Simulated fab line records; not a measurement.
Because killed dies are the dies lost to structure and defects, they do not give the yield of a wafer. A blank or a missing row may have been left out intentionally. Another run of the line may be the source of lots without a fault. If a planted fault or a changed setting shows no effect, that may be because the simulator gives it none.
Shared-tool check    flow gf180mcu    12 lots, 45 wafers sampled

REASON FOR OPENING
Of 12 lots, 3 have the reading HV_LDD_3_TW flagged at GF_HV_LDD_TW_MEAS_38. No-fault wafers: 1432, standard deviation 9.7.
Rule: a lot gets a flag if all its wafers with a number sit over 4 standard deviations from that mean, or if no wafer of it has a number. The other lots count as sound.

lot   measured      on             HV_LDD_3_TW, wafer by wafer    flag
L674  day 12 11:41  film_metro-01  1444 1442 1438                 
L677  day 13 12:25  film_metro-02  1430 1424 1430                 
L678  day 13 18:40  film_metro-02  1431 1430 1429                 
L681  day 14 13:55  film_metro-04  1441 1435 1439                 
L682  day 14 21:49  film_metro-01  1425 1427 1428                 
L683  day 15 02:52  film_metro-02  1422 1420 1425                 
L685  day 15 16:02  film_metro-04  1324 1324 1327 1325 1328 1327  FLAGGED
L686  day 16 00:57  film_metro-01  1313 1318 1317 1312 1320 1313  FLAGGED
L687  day 16 15:19  film_metro-01  1311 1319 1318 1321 1321 1312  FLAGGED
L689  day 17 07:37  film_metro-04  1434 1438 1442                 
L695  day 19 07:19  film_metro-04  1439 1441 1440                 
L696  day 19 15:16  film_metro-02  1425 1417 1427                 
Average over the flagged lots: 1319; offset from the usual -113, equal to -12 standard deviations.

WHICH TOOL RAN EACH LOT
The record keeps 1 process step preceding the reading, out of 602 steps on the route. Each cell gives the tool, then ch followed by the chambers the sampled wafers passed through, then the start.
lot   flag     GF_HV_LDD_IMPLANT_34
L674           implanter-01 ch 0, day 12 11:09
L677           implanter-04 ch 0, day 13 11:52
L678           implanter-03 ch 0, day 13 18:08
L681           implanter-03 ch 0, day 14 13:22
L682           implanter-01 ch 0, day 14 21:16
L683           implanter-01 ch 0, day 15 02:19
L685  FLAGGED  implanter-01 ch 0, day 15 15:27
L686  FLAGGED  implanter-01 ch 0, day 16 00:25
L687  FLAGGED  implanter-01 ch 0, day 16 14:47
L689           implanter-04 ch 0, day 17 07:04
L695           implanter-04 ch 0, day 19 06:46
L696           implanter-03 ch 0, day 19 14:46
What is done by these steps:
- GF_HV_LDD_IMPLANT_34
- GF_HV_LDD_TW_MEAS_38

FLAGGED OVER TOTAL, TOOL BY TOOL (the gauges that took the reading come last)
step                  tool           lots run  flagged  share of the flagged lots  sound lots run after its first flagged lot
GF_HV_LDD_IMPLANT_34  implanter-01   6         3        all                        0
GF_HV_LDD_IMPLANT_34  implanter-03   3         0        none                       -
GF_HV_LDD_IMPLANT_34  implanter-04   3         0        none                       -
GF_HV_LDD_TW_MEAS_38  film_metro-01  4         2        some                       0
GF_HV_LDD_TW_MEAS_38  film_metro-02  4         0        none                       -
GF_HV_LDD_TW_MEAS_38  film_metro-04  4         1        some                       2 (L689,L695)

WHAT THE TABLE PERMITS
All flagged lots share 1 row of the table, namely implanter-01 at GF_HV_LDD_IMPLANT_34.
- implanter-01 at GF_HV_LDD_IMPLANT_34: 3 of its 6 lots flagged. A fault beginning between L683 (day 15 02:19), its last sound lot, and L685 (day 15 15:27), its first flagged one, fits the data. Its own readings (dose_ions_cm2, faraday_current_uA) fall more than 4 standard deviations out on all wafers of the flagged lots.
Left over: one tool, implanter-01 at GF_HV_LDD_IMPLANT_34.

WHAT THE SIMULATOR HAD PUT IN
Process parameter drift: implanter-01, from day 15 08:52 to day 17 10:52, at GF_HV_LDD_IMPLANT_34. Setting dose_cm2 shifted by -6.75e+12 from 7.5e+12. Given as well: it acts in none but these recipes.
Struck lots among those shown: L685, L686, L687. Same finding as the rule above.
